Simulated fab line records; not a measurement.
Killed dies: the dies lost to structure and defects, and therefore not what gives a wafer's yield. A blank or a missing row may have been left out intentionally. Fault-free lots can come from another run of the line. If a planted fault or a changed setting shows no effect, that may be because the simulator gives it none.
Split-lot study	flow gf180mcu	5 lots, 27 wafers read, on a route of 602 steps

## ABOUT THE SPLIT
At GF_M4_SPUTTER_04 (material TiN, target thk 50 nm, time 41.7 s), the setting time_s was moved away from the recipe's 41.7 s on 12 of the 27 wafers read, by -40.9% to +53.9%. The other wafers ran this setting at the recipe's value.

No step appears in the file between the split and the reading.

## THE READING
M4_ALCU_THK, in nm, at GF_M4_THK_MEAS_06 (measures by xrf). Fault-free wafers of this fab line usually give 455 nm, standard deviation 5.8 nm.

wafer	tool, chamber at the split	time_s as run, s	against the recipe	M4_ALCU_THK, nm	against lot-mates on the recipe
L077.1	pvd_sputter-03, -	41.7	recipe	468	-
L077.2	pvd_sputter-03, -	41.7	recipe	459	-
L077.3	pvd_sputter-03, -	41.7	recipe	457	-
L077.4	pvd_sputter-03, -	64.17	+53.9%	432	-29
L077.5	pvd_sputter-03, -	64.17	+53.9%	437	-24
L077.6	pvd_sputter-03, -	64.17	+53.9%	435	-26
L076.1	pvd_sputter-01, -	24.63	-40.9%	475	+19
L076.2	pvd_sputter-01, -	41.7	recipe	459	-
L076.3	pvd_sputter-01, -	24.63	-40.9%	477	+21
L076.4	pvd_sputter-01, -	24.63	-40.9%	472	+16
L076.5	pvd_sputter-01, -	41.7	recipe	457	-
L076.6	pvd_sputter-01, -	41.7	recipe	453	-
L081.1	pvd_sputter-01, -	41.7	recipe	468	-
L081.2	pvd_sputter-01, -	54.85	+31.5%	448	-18
L081.3	pvd_sputter-01, -	54.85	+31.5%	446	-20
L081.4	pvd_sputter-01, -	41.7	recipe	465	-
L081.5	pvd_sputter-01, -	41.7	recipe	466	-
L081.6	pvd_sputter-01, -	54.85	+31.5%	450	-16
L080.1	pvd_sputter-01, -	41.7	recipe	458	-
L080.3	pvd_sputter-01, -	41.7	recipe	460	-
L080.4	pvd_sputter-01, -	41.7	recipe	451	-
L084.1	pvd_sputter-03, -	51.39	+23.2%	444	-12
L084.2	pvd_sputter-03, -	41.7	recipe	456	-
L084.3	pvd_sputter-03, -	51.39	+23.2%	443	-13
L084.4	pvd_sputter-03, -	51.39	+23.2%	440	-16
L084.5	pvd_sputter-03, -	41.7	recipe	458	-
L084.6	pvd_sputter-03, -	41.7	recipe	453	-

FIT RESULTS
A straight line over all 27 wafers: M4_ALCU_THK changes by -0.432 nm for each +1% of time_s; r = -0.92; the points scatter about the line by 4.9 nm.
The same after taking each lot's own level away (the mean of its wafers on the recipe; 27 wafers): -0.495 nm for each +1%; r = -0.97; scatter 3 nm.
According to that fit, moving time_s by its largest amount changes the reading by 27 nm.
The span of the lots' own levels, 455.7 to 466.3 nm, comes to 1.8 times the standard deviation stated above.
Hence the slope depends on the lot-to-lot level, as the two fits are not the same.
Check: for one of the wafers moved furthest among these (+53.9%), held out of the fit, the line's prediction against its lot-mates is -27 nm. Against them it came out at -29.3 nm.

## THE OTHER SPLITS THESE WAFERS WENT THROUGH
Note: prior to the reading, these wafers also went through further splits. Each is held against what the fit with the lots' levels taken away leaves over:
other split on the same wafers	wafers away from the commonest value	r with M4_ALCU_THK (lot level and that fit taken away)
GF_DUAL_GATE_OXIDATION_02 ox_time_s	21	+0.05
GF_POLY_GATE_ETCH_13 time_s	9	-0.11
GF_SAB_DEVELOP_08 develop_time_s	6	+0.01
GF_V1_SPUTTER_22 time_s	9	+0.05
GF_M3_METAL_ETCH_16 time_s	9	+0.20

## THE WHOLE CHAIN: every reading that the file lists as answering this split, in the file's order
step	what it does	reading	change (the file's fit)	r (the file's)
GF_M4_SPUTTER_04	material TiN, target thk 50 nm, time 41.7 s	TiN_of_M4_SPUTTER_04.thk_nm (the simulator's own value, which no gauge read)	+0.502 nm for each +1% of the setting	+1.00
GF_M4_THK_MEAS_06	measures by xrf	M4_ALCU_THK	-0.502 for each +1% of the setting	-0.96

## THE FILE'S OWN FIT
M4_ALCU_THK changes by -0.502 nm for each +1% of time_s, r = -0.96.
